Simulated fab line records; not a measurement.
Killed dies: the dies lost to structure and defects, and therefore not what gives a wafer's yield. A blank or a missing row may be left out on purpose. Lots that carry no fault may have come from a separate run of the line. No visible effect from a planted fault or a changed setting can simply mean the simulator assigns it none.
What tool caused it? || flow gf180mcu || Sampling: 7 lots, 21 wafers, 2 of 602 route steps

== WHAT THE GAUGES SHOWED, per wafer ==
GF_MVSD_OVL_MEAS_07.
{"lot": "L542", "measured": "day 4 23:05", "on": "overlay-02", "MVSD_OVL (nm)": "3.0 -0.4 0.0"}
{"lot": "L545", "measured": "day 5 16:59", "on": "overlay-01", "MVSD_OVL (nm)": "0.5 -1.4 0.3"}
{"lot": "L549", "measured": "day 6 14:32", "on": "overlay-02", "MVSD_OVL (nm)": "2.0 -0.5 -1.0"}
{"lot": "L552", "measured": "day 7 05:29", "on": "overlay-02", "MVSD_OVL (nm)": "- - -"}
{"lot": "L554", "measured": "day 7 19:44", "on": "overlay-02", "MVSD_OVL (nm)": "2.7 3.3 2.4"}
{"lot": "L557", "measured": "day 8 13:17", "on": "overlay-01", "MVSD_OVL (nm)": "-2.0 -1.1 1.3"}
{"lot": "L563", "measured": "day 9 22:17", "on": "overlay-02", "MVSD_OVL (nm)": "1.9 2.8 2.4"}

== WHAT TOOL EACH LOT RAN ON (gives the tool, then ch and the chambers of the sampled wafers, and finally the start) ==
{"lot": "L542", "GF_MVSD_DEVELOP_06": "litho-track-04 ch 0, day 4 22:00"}
{"lot": "L545", "GF_MVSD_DEVELOP_06": "litho-track-04 ch 0, day 5 16:00"}
{"lot": "L549", "GF_MVSD_DEVELOP_06": "litho-track-02 ch 0, day 6 14:00"}
{"lot": "L552", "GF_MVSD_DEVELOP_06": "litho-track-04 ch 0, day 7 05:00"}
{"lot": "L554", "GF_MVSD_DEVELOP_06": "litho-track-03 ch 0, day 7 19:00"}
{"lot": "L557", "GF_MVSD_DEVELOP_06": "litho-track-02 ch 0, day 8 13:00"}
{"lot": "L563", "GF_MVSD_DEVELOP_06": "litho-track-02 ch 0, day 9 22:00"}
- GF_MVSD_DEVELOP_06: develop time 60 s.

== THE ANSWER, worked out from the rows above alone ==
Rule: the lots themselves supply what counts as usual. Put in order of their means at a reading, lots are off if they are a third of the lots or fewer, leave a main group of 4 or more, and stand apart from it by a gap of 3 or more times the standard deviation of the main group's means; of several such gaps the widest counts. A main group whose means are all the same, to the digits that the tables above print for the reading, isn't used. Also off: a lot with no number at a reading for which 4 or more lots have one. Any other lot the step has rows for is counted as sound.
Off: L552, seen at GF_MVSD_OVL_MEAS_07 (MVSD_OVL). Without a number there: L552. The main group has a mean of 0.9 nm with a standard deviation of 1.3.
A tool fits if, at a process step before that reading, it ran every lot that is off, and no sound lot after the first of them. The gauges at GF_MVSD_OVL_MEAS_07 are tried like those tools. One fits: litho-track-04 at GF_MVSD_DEVELOP_06. Its last sound lot is L545 (day 5 16:00), its first lot that is off L552 (day 7 05:00): a fault that began between those two fits.

== WHAT THE SIMULATOR HAD PUT IN ==
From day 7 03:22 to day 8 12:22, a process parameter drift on litho-track-04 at GF_MVSD_DEVELOP_06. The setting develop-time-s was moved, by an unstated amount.
Struck lots among those shown: L552. The rule given above showed the same thing.
